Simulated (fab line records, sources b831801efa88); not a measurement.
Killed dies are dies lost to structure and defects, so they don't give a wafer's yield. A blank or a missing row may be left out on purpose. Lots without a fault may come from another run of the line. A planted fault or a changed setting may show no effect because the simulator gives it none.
A struck lot beside a sound one | flow sfq_line | 21 steps out of a route of 325
Sound: wafers L990.1, L990.2, L990.3. Struck: wafers L102.1, L102.2, L102.5. The cause comes at the end.
At each step with rows: each side's tool, then ch and its chambers, then its first start. Under that, the readings that differ: sound wafers | struck wafers | difference of the means | sigmas: that difference in standard deviations of wafers without a fault.
alike: readings whose means differ by less than 2 such deviations, and words and numbers that are the same on both sides. not compared: withheld readings, readings that some wafer has no value for, bounds like >300 that may hide the same value, and numbers for which the record gives no deviation and whose values overlap.
The two part at a step that has a row with sigmas, a row that says differs or no value, or rows on one side only. Numbers that don't overlap but have no deviation are shown without sigmas and don't part them. A reading that every wafer of one side lacks parts them only if that side has two wafers or more.

SFQ_INCOMING_BOW_MEAS_900:
  sound on film_metro-03, day 1 10:00; struck on film_metro-03, day 3 22:00
  alike: INCOMING_BOW
then, 1 step without rows for these wafers: SFQ_TRILAYER_INCOMING_OXIDATION_002 (target thk 500 nm, ox time 4939 s).
SFQ_TRILAYER_L0_DEP_SPUTTER_003: material MoNx KI, target thk 40 nm, time 100 s.
  sound on pvd_sputter-03, day 1 12:29; struck on pvd_sputter-03, day 4 00:29
  alike: throttle_valve_pct
SFQ_L0_RS_MEAS_901: measures by four-point-probe.
  sound on film_metro-02, day 1 12:34; struck on film_metro-02, day 4 00:34
  alike: L0_MONX_KI_RS
SFQ_L0_THK_MEAS_902: measures by xrf.
  sound on film_metro-02, day 1 12:41; struck on film_metro-02, day 4 00:41
  alike: L0_MONX_KI_THK
then, 4 steps without rows for these wafers: SFQ_TRILAYER_L0_LITHO_COAT_010 (resist thk 62 nm); SFQ_TRILAYER_L0_LITHO_COAT_005 (resist thk 600 nm); SFQ_TRILAYER_L0_LITHO_SOFTBAKE_009; SFQ_TRILAYER_L0_LITHO_EXPOSE_006 (exposes mask L0, target cd 2000 nm).
-- the record jumps here: 2 days lie between the struck wafers' starts before and after --
SFQ_TRILAYER_L0_LITHO_PEB_008: peb time 60 s.
  sound on litho_track-01 ch 0, day 4 05:15; struck on litho_track-04 ch 0, day 6 07:39
  reading                  | sound                | struck               | difference | sigmas
  heater_power_total_W (W) | 79.13 79.17 79.19    | 66.05 66.00 65.93    | -13.17     | -99 or more
  plate_temp_C (C)         | 115.12 115.08 115.24 | 100.48 100.75 100.53 | -14.56     | -99 or more
then, 1 step without rows for these wafers: SFQ_TRILAYER_L0_LITHO_DEVELOP_007 (time 60 s).
SFQ_TRILAYER_L0_BARC_OPEN_METAL_ETCH_010: etches BARC in O2, target depth 125 nm, time 41.7 s.
  sound on rie_metal-02 ch 0,1, day 4 05:33; struck on rie_metal-04 ch 0,1, day 6 07:57
  alike: drypump_motor_current_A, oes_product_au
  not compared: rf_hours_counter_h
SFQ_TRILAYER_L0_ETCH_METAL_ETCH_008: etches MoNx KI in SF6/O2, stops on SiO2, target depth 50 nm, time 25 s.
  sound on rie_metal-02 ch 0,1, day 4 05:37; struck on rie_metal-04 ch 0,1, day 6 08:01
  alike: drypump_motor_current_A, oes_product_au
  not compared: rf_hours_counter_h
SFQ_TRILAYER_L0_STRIP_STRIP_009: strips in O2.
  sound on rie_metal-02 ch 0,1, day 4 05:39; struck on rie_metal-04 ch 0,1, day 6 08:03
  alike: drypump_motor_current_A, oes_product_au
  not compared: rf_hours_counter_h
then, 1 step without rows for these wafers: SFQ_TRILAYER_L0_STRIP_SOLV_CLEAN_010 (cleans in NMP, time 600 s).
SFQ_TRILAYER_L0_CAP_PECVD_011: deposits SiO2 from SiH4/N2O, time 13.333 s, target thk 60 nm.
  sound on pecvd-04 ch 0,1,2, day 4 06:26; struck on pecvd-04 ch 0,1,2, day 6 08:50
  alike: heater_power_w, showerhead_vpp_V, throttle_valve_pct
then, 3 steps without rows for these wafers: SFQ_TRILAYER_L0_VIA_LITHO_COAT_018 (resist thk 62 nm); SFQ_TRILAYER_L0_VIA_LITHO_COAT_013 (resist thk 650 nm); SFQ_TRILAYER_L0_VIA_LITHO_SOFTBAKE_017.
-- the record jumps here: 3 days lie between the struck wafers' starts before and after --
SFQ_TRILAYER_L0_VIA_LITHO_EXPOSE_014: exposes mask L0V, target cd 700 nm.
  sound on krf_scanner-02 ch 0, day 6 22:49; struck on krf_scanner-01, day 9 18:41
  no value came back on the struck wafers for exposure_dose_mJ_cm2, focus_offset_nm (nm), reticle_temp_C (C); on the sound wafers exposure_dose_mJ_cm2 reads 21.292 21.306 21.312
  alike: mask
then, 1 step without rows for these wafers: SFQ_TRILAYER_L0_VIA_LITHO_PEB_016 (peb time 60 s).

WHERE THEY PART
First at SFQ_TRILAYER_L0_LITHO_PEB_008; last, within this record, at SFQ_TRILAYER_L0_VIA_LITHO_EXPOSE_014.

WHY: what the simulator had put in
Process parameter drift: litho_track-04, from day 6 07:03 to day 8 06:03, at SFQ_TRILAYER_L0_LITHO_PEB_008. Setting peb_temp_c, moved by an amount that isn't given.
